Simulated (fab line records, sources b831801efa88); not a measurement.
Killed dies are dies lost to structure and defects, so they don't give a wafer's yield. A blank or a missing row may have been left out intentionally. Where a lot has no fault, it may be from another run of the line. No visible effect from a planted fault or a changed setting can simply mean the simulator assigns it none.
fab line records | flow sky130
record: lots: 16 wafers: 48 last-day: 50
route steps=708 shown CAPM@539 VIA3@594 VIA4@647
lots that met no fault: from a run of the same line without faults
start-h: hours from the record's opening day to when the first of the lot's shown wafers began | wait-h: hours from the lot's prior step to this one | " identical to the entry in the row above | L1.1+2: a row that stands for several wafers | - no value present, or no start provided | * or withheld: withheld | < > ~ a bound
route shown NAME@n: names a module that has steps shown in the file, with the first one's number in the route | usual: mean/standard deviation taken from wafers without a fault | same: alike in all rows | chamber/n: place in a boat | sites: the reading at each site | _std_site: the values' standard deviation | _edge_site: mean of outer sites minus mean of inner sites | radius-mm: how far each site lies from the wafer's centre | mask NAME#n: copy n | behind: the most recent tool/chamber to have shaped the wafer | hold: why the lot went on hold/how many hours it stayed there/how the hold came to an end | device: the transistor (n, p or np) that didn't switch | end of line: the tests these same wafers got at the end of their route | step lacking rows: just its recipe | killed: not the wafer's yield, but the dies lost to structure and defects at the first sort | map: shows each die of a wafer: x if killed, . if not, _ if none is there
set.NAME: the setting that was run; set.NAME@STEP: the one run at that earlier step | model.NAME: the simulator's own value behind a step, which no gauge read
route steps across a sampled set of lots; one table per step, one row per wafer
services: from which hour (start-h, from the record's first day; less than 0 if before it) a tool's chamber was out of use, for how many hours, and why
== steps ==
step: SKY_CAPM_SPUTTER_02
recipe: material: TiN target-thk-nm: 200 temp-c: 300 power-w: 6500 time-s: 166.7 chamber-pressure-pa: 0.4
usual: throttle-valve-pct: 29.3/1.1
columns lot.wafer tool chamber start-h wait-h throttle-valve-pct
L157.2 pvd-sputter-03 - 838.73 0.0 29.6
L157.4 " - " " 27.8
L157.5 " - " " 27.4
L158.1 pvd-sputter-04 - 857.46 0.1 29.8
L158.4 " - " " 29.2
L158.5 " - " " 29.8
L159.1 pvd-sputter-04 - 875.92 0.1 27.5
L159.2 " - " " 30.4
L159.3 " - " " 29.7
L160.1 pvd-sputter-04 - 883.81 0.1 30.3
L160.3 " - " " 29.3
L160.6 " - " " 27.5
L164.1 pvd-sputter-04 - 903.63 0.1 29.1
L164.2 " - " " 27.3
L164.3 " - " " 30.0
L165.1 pvd-sputter-03 - 915.52 0.1 27.7
L165.4 " - " " 29.5
L165.5 " - " " 27.7
L166.2 pvd-sputter-04 - 926.95 0.0 29.3
L166.4 " - " " 27.4
L166.5 " - " " 29.2
L167.3 pvd-sputter-04 - 928.02 0.0 29.2
L167.4 " - " " 27.5
L167.5 " - " " 29.2
L168.1 pvd-sputter-04 - 940.08 0.1 29.2
L168.2 " - " " 30.5
L168.4 " - " " 27.5
L169.4 pvd-sputter-01 - 945.26 0.0 31.1
L169.5 " - " " 30.9
L169.6 " - " " 30.6
L171.2 pvd-sputter-03 - 951.17 0.0 30.0
L171.4 " - " " 29.6
L171.5 " - " " 27.7
L172.1 pvd-sputter-04 - 960.26 0.1 29.0
L172.2 " - " " 27.4
L172.6 " - " " 27.4
L174.2 pvd-sputter-04 - 978.63 0.0 30.3
L174.3 " - " " 29.2
L174.4 " - " " 29.9
L178.1 pvd-sputter-04 - 1007.38 0.1 27.2
L178.3 " - " " 29.2
L178.5 " - " " 29.2
L176.1 pvd-sputter-04 - 1009.54 0.1 29.0
L176.4 " - " " 29.8
L176.5 " - " " 27.4
L179.2 pvd-sputter-03 - 1013.58 0.0 29.8
L179.3 " - " " 27.9
L179.5 " - " " 28.0
step: SKY_VIA3_CVD_21
recipe: material: W target-thk-nm: 390 time-s: 117.31 temp-c: 400 pressure-torr: 40
usual: heater-power-w: 868/120
columns lot.wafer tool chamber start-h wait-h heater-power-w
L157.2 cvd-w-01 0 918.57 0.0 1034
L157.4 " 0 " " 1013
L157.5 " 1 " " 780
L158.1 cvd-w-01 1 936.24 0.0 775
L158.4 " 1 " " 777
L158.5 " 1 " " 763
L159.1 cvd-w-01 0 952.51 0.0 1018
L159.2 " 1 " " 786
L159.3 " 0 " " 1038
L160.1 cvd-w-01 0 961.88 0.0 1009
L160.3 " 0 " " 1018
L160.6 " 1 " " 796
L164.1 cvd-w-02 0 981.05 0.0 851
L164.2 " 1 " " 711
L164.3 " 0 " " 858
L165.1 cvd-w-02 1 992.01 0.0 716
L165.4 " 1 " " 726
L165.5 " 0 " " 860
L166.2 cvd-w-02 0 1001.13 0.0 854
L166.4 " 1 " " 708
L166.5 " 1 " " 731
L167.3 cvd-w-01 0 1003.17 0.1 1029
L167.4 " 1 " " 777
L167.5 " 0 " " 1028
L168.1 cvd-w-01 0 1014.38 0.0 1036
L168.2 " 0 " " 1016
L168.4 " 0 " " 1032
L169.4 cvd-w-02 0 1018.85 0.1 854
L169.5 " 0 " " 859
L169.6 " 1 " " 714
L171.2 cvd-w-02 0 1024.50 0.0 844
L171.4 " 0 " " 852
L171.5 " 0 " " 881
L172.1 cvd-w-01 0 1033.57 0.0 1043
L172.2 " 1 " " 785
L172.6 " 1 " " 793
L174.2 cvd-w-01 0 1050.45 0.0 1038
L174.3 " 0 " " 1047
L174.4 " 1 " " 794
L178.1 cvd-w-01 1 1075.96 0.0 798
L178.3 " 0 " " 1013
L178.5 " 0 " " 1075
L176.1 cvd-w-02 0 1077.93 0.0 853
L176.4 " 0 " " 851
L176.5 " 0 " " 864
L179.2 cvd-w-02 1 1081.71 0.0 717
L179.3 " 1 " " 719
L179.5 " 1 " " 712
step: SKY_VIA3_RS_MEAS_22
recipe: thk-meas-gauge: four-point-probe reads: W_of_VIA3_CVD_21+TiN_of_VIA3_SPUTTER_20
usual: VIA3_W_RS: 0.296/0.004
columns lot.wafer tool chamber start-h wait-h VIA3_W_RS[ohm/sq]
L157.2 film-metro-02 - 918.71 0.1 0.289
L157.4 " - " " 0.291
L157.5 " - " " 0.294
L158.1 film-metro-02 - 936.36 0.1 0.296
L158.4 " - " " 0.304
L158.5 " - " " 0.297
L159.1 film-metro-01 - 952.64 0.1 0.292
L159.2 " - " " 0.295
L159.3 " - " " 0.293
L160.1 film-metro-01 - 962.01 0.1 0.290
L160.3 " - " " 0.289
L160.6 " - " " 0.296
L164.1 film-metro-02 - 981.17 0.1 0.296
L164.2 " - " " 0.295
L164.3 " - " " 0.300
L165.1 film-metro-02 - 992.14 0.1 0.294
L165.4 " - " " 0.294
L165.5 " - " " 0.293
L166.2 film-metro-01 - 1001.27 0.1 0.298
L166.4 " - " " 0.297
L166.5 " - " " 0.297
L167.3 film-metro-02 - 1003.29 0.1 0.293
L167.4 " - " " 0.292
L167.5 " - " " 0.293
L168.1 film-metro-02 - 1014.63 0.2 0.291
L168.2 " - " " 0.292
L168.4 " - " " 0.292
L169.4 film-metro-01 - 1018.99 0.1 0.301
L169.5 " - " " 0.299
L169.6 " - " " 0.299
L171.2 film-metro-02 - 1024.65 0.1 0.302
L171.4 " - " " 0.307
L171.5 " - " " 0.306
L172.1 film-metro-01 - 1033.69 0.1 0.292
L172.2 " - " " 0.297
L172.6 " - " " 0.292
L174.2 film-metro-02 - 1050.59 0.1 0.289
L174.3 " - " " 0.292
L174.4 " - " " 0.293
L178.1 film-metro-03 - 1076.09 0.1 0.301
L178.3 " - " " 0.297
L178.5 " - " " 0.296
L176.1 film-metro-03 - 1078.05 0.1 0.302
L176.4 " - " " 0.306
L176.5 " - " " 0.306
L179.2 film-metro-02 - 1081.86 0.1 0.298
L179.3 " - " " 0.296
L179.5 " - " " 0.297
step: SKY_VIA4_EXPOSE_08
recipe: mask-id: VIM4 na: 0.6 source-shape: conventional sigma-outer: 0.6 polarization: unpolarized target-cd-nm: 800 dose-mj: 132
usual: exposure-dose-mJ-cm2: 131.97/0.13
same: na: 0.6
columns lot.wafer tool chamber start-h wait-h mask exposure-dose-mJ-cm2
L157.2 iline-stepper-02 0 981.33 - VIM4#0 132.06
L157.4 " 0 " " VIM4#0 132.10
L157.5 " 0 " " VIM4#0 131.93
L158.1 iline-stepper-02 0 999.60 - VIM4#0 132.26
L158.4 " 0 " " VIM4#0 132.03
L158.5 " 0 " " VIM4#0 132.20
L159.1 iline-stepper-01 0 1015.09 - VIM4#0 132.22
L159.2 " 0 " " VIM4#0 132.02
L159.3 " 0 " " VIM4#0 132.14
L160.1 iline-stepper-01 0 1024.36 - VIM4#0 131.84
L160.3 " 0 " " VIM4#0 131.94
L160.6 " 0 " " VIM4#0 131.88
L164.1 iline-stepper-02 0 1041.36 - VIM4#0 131.95
L164.2 " 0 " " VIM4#0 131.99
L164.3 " 0 " " VIM4#0 132.20
L165.1 iline-stepper-02 0 1052.30 - VIM4#0 123.23
L165.4 " 0 " " VIM4#0 123.12
L165.5 " 0 " " VIM4#0 123.13
L166.2 iline-stepper-02 0 1060.43 - VIM4#0 123.18
L166.4 " 0 " " VIM4#0 123.19
L166.5 " 0 " " VIM4#0 123.03
L167.3 iline-stepper-02 0 1062.80 - VIM4#0 123.07
L167.4 " 0 " " VIM4#0 123.08
L167.5 " 0 " " VIM4#0 123.10
L168.1 iline-stepper-02 0 1073.41 - VIM4#0 122.92
L168.2 " 0 " " VIM4#0 122.68
L168.4 " 0 " " VIM4#0 122.91
L169.4 iline-stepper-01 0 1076.50 - VIM4#0 131.83
L169.5 " 0 " " VIM4#0 132.05
L169.6 " 0 " " VIM4#0 132.01
L171.2 iline-stepper-01 0 1081.85 - VIM4#0 132.04
L171.4 " 0 " " VIM4#0 132.19
L171.5 " 0 " " VIM4#0 132.31
L172.1 iline-stepper-01 0 1089.26 - VIM4#0 131.88
L172.2 " 0 " " VIM4#0 132.09
L172.6 " 0 " " VIM4#0 132.12
L174.2 iline-stepper-01 0 1106.80 - VIM4#0 131.86
L174.3 " 0 " " VIM4#0 131.94
L174.4 " 0 " " VIM4#0 131.95
L178.1 iline-stepper-01 0 1128.94 - VIM4#0 131.72
L178.3 " 0 " " VIM4#0 131.88
L178.5 " 0 " " VIM4#0 131.86
L176.1 iline-stepper-01 0 1130.92 - VIM4#0 131.92
L176.4 " 0 " " VIM4#0 131.91
L176.5 " 0 " " VIM4#0 132.12
L179.2 iline-stepper-01 0 1134.51 - VIM4#0 131.70
L179.3 " 0 " " VIM4#0 131.79
L179.5 " 0 " " VIM4#0 131.68
== services ==
columns tool chamber start-h hours kind
pvd-sputter-03 - 821.30 1.0 repair
cvd-w-02 - 841.62 1.3 repair
pvd-sputter-03 - 844.45 10.9 repair
pvd-sputter-04 - 848.05 0.5 repair
cvd-w-02 0 864.05 26.6 repair
pvd-sputter-01 - 880.90 1.8 repair
pvd-sputter-04 - 885.90 6.6 repair
cvd-w-02 - 894.68 6.0 pm
cvd-w-01 - 904.00 14.0 pm
iline-stepper-01 - 907.20 1.7 pm
iline-stepper-02 - 928.03 2.1 pm
cvd-w-02 - 932.56 0.4 repair
iline-stepper-01 - 939.04 8.9 pm
cvd-w-02 - 950.81 0.6 repair
pvd-sputter-04 - 964.62 3.7 repair
iline-stepper-01 - 983.52 19.8 repair
cvd-w-02 - 988.14 0.3 repair
cvd-w-01 1 1009.28 8.0 repair
cvd-w-02 0 1010.90 3.6 repair
pvd-sputter-04 - 1014.41 4.7 repair
iline-stepper-02 - 1015.88 1.7 pm
pvd-sputter-04 - 1057.39 1.8 repair
iline-stepper-01 - 1103.23 2.6 repair
iline-stepper-01 - 1125.38 1.7 pm
== key ==
first-sign: step: SKY_VIA4_EXPOSE_08 reading: exposure-dose-mJ-cm2 direction: down sigmas: 68 usual: * struck: *
effect none on later readings
met-at SKY_VIA4_EXPOSE_08
struck-lots L165,L166,L167,L168
sort-left-out L167.3,L167.4,L167.5
not-acting-at SKY_CAPM_SPUTTER_02,SKY_VIA3_CVD_21,SKY_VIA3_RS_MEAS_22
onset-between 1041.36 1052.30
fault: kind: process-parameter-drift tool: iline-stepper-02 chamber: - onset-h: 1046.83 steps: SKY_VIA4_EXPOSE_08 channel: dose-mj offset: -8.937 shape: step acts-in: these-recipes-only stated: 132
sort-left-out: the simulated sort isn't trusted on such a fault, so these wafers' sort isn't shown, and their yield isn't known
